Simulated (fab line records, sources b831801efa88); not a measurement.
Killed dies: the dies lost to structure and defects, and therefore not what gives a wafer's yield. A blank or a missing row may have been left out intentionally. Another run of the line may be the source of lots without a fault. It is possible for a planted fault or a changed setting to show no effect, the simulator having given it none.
Code-filled problem report in 8D (eight disciplines) form / flow sky130 / the parts of the form that need people (team, actions taken, sign-off) are left out

1. WHAT WENT WRONG
Mean of killedAtOther at SKY_PAD_OPEN_PROBE_99: 60.0 across 2 wafers in 2 lots; on wafers with no fault it is 0.2 (standard deviation 0.38). So: +99 or more standard deviations from the usual mean.
Earliest sighting: wafer L894.4 on prober-01 at day 50 02:49. The record holds 9 wafers of 3 lots with a number at this step. Rule for "out", or "out of limits": more than 4 standard deviations from the usual mean. All remaining wafers that have a number are taken as sound.

2. WHAT IT IS AND WHAT IT IS NOT
question=which readings at this step | is=killedAtOther, defectLimitedYield, killedDies, sort_bin_3_pad_short, sort_bin_5_function, sortNPass, sortYieldPct | is not=killed_at_M0_to_M3, killedAtContacts, killedAtFrontEnd, killedOpen, killedShort, sort_bin_6_memory
question=which lots | is=L894, L898 | is not=L891
question=which wafers of those lots | is=L894.4, L898.5 | is not=L894.3, L894.5, L898.4, L898.6
question=read on which tools | is=prober-01 | is not=prober-02
question=when | is=from day 50 02:49 | is not=up to then (4 sound wafers); but 3 sound wafers of L894, L898 came after

3. SUSPECTS, AND WHAT RULES EACH OUT
Counting: a tool at a process step up to the reading stays a suspect if it ran every lot that is out. Sound lots after the first of them don't rule it out here, since some wafers of a struck lot are sound.
- pecvd-01 at SKY_CAP2M_CVD_00 (deposits SiO2, target thk 15.5 nm): kept. Every lot that is out went through it, the first being L894 (day 44 22:08); the last sound lot it ran before that was L891 (day 44 08:25).
- pvdSputter-01 at SKY_VIA4_SPUTTER_17 (material TiN, target thk 20 nm, time 80 s): kept. Every lot that is out went through it, the first being L894 (day 47 15:26); the last sound lot it ran before that was L891 (day 47 03:04).
- prober-01 at SKY_PAD_OPEN_PROBE_99: kept. It ran every lot that is out, first L894 (day 50 02:46). Its own defectLimitedYield, killedAtOther, killedDies, sort_bin_3_pad_short, sort_bin_5_function, sortNPass, sortYieldPct readings are out on those wafers.
- Within pecvd-01 at SKY_CAP2M_CVD_00: the wafers that are out ran in chamber 2; their sound lot-mates ran in chambers 0, 1.
The count leaves pecvd-01 at SKY_CAP2M_CVD_00, pvdSputter-01 at SKY_VIA4_SPUTTER_17, and prober-01 at SKY_PAD_OPEN_PROBE_99.

4. THE CAUSE (what the simulator had put in)
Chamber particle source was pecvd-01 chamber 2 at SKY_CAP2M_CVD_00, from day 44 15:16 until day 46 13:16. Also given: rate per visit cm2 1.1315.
3 suspects survive the count, and this tool is in that group.

5. THE CHAIN OF EFFECTS, in route order
Each row: a reading whose mean over the struck wafers that have a number lies more than 3 standard deviations from the usual. Only readings whose record carries a usual standard deviation are examined. hours: median over the lots of the time between each lot's start at the first step of this table that gives one and its start at this step. sigmas: the change, counted in usual standard deviations.
hours=0; step=SKY_PAD_OPEN_PROBE_99; reading=defectLimitedYield; usual=82.5 %; on struck wafers=71.7; change=-10.8; sigmas=-5.4
hours=0; step=SKY_PAD_OPEN_PROBE_99; reading=killedAtOther; usual=0.2; on struck wafers=60.0; change=+59.8; sigmas=+99 or more
hours=0; step=SKY_PAD_OPEN_PROBE_99; reading=killedDies; usual=86; on struck wafers=140; change=+54; sigmas=+5.6
hours=0; step=SKY_PAD_OPEN_PROBE_99; reading=sort_bin_3_pad_short; usual=0.9 %; on struck wafers=3.9; change=+3.0; sigmas=+6.8
hours=0; step=SKY_PAD_OPEN_PROBE_99; reading=sort_bin_5_function; usual=10.3 %; on struck wafers=16.9; change=+6.6; sigmas=+4.4
hours=0; step=SKY_PAD_OPEN_PROBE_99; reading=sortNPass; usual=406; on struck wafers=352; change=-54; sigmas=-5.6
hours=0; step=SKY_PAD_OPEN_PROBE_99; reading=sortYieldPct; usual=82.5 %; on struck wafers=71.7; change=-10.8; sigmas=-5.4
Process steps it contains:
- SKY_PAD_OPEN_PROBE_99

6. WHAT WOULD HAVE CAUGHT IT SOONER
132 hours passed between the start of the fault at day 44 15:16 and the first reading out of limits in this record, taken at day 50 02:49.
Tool readings at SKY_CAP2M_CVD_00 with a usual standard deviation given in the record: none out on any struck wafer, hence no alarm at a limit of 4 standard deviations on them.
By day 50 02:49 the whole set of lots that are out, 2 in number, had already begun SKY_CAP2M_CVD_00 on pecvd-01. Holding the tool at that point would not have protected any of them.
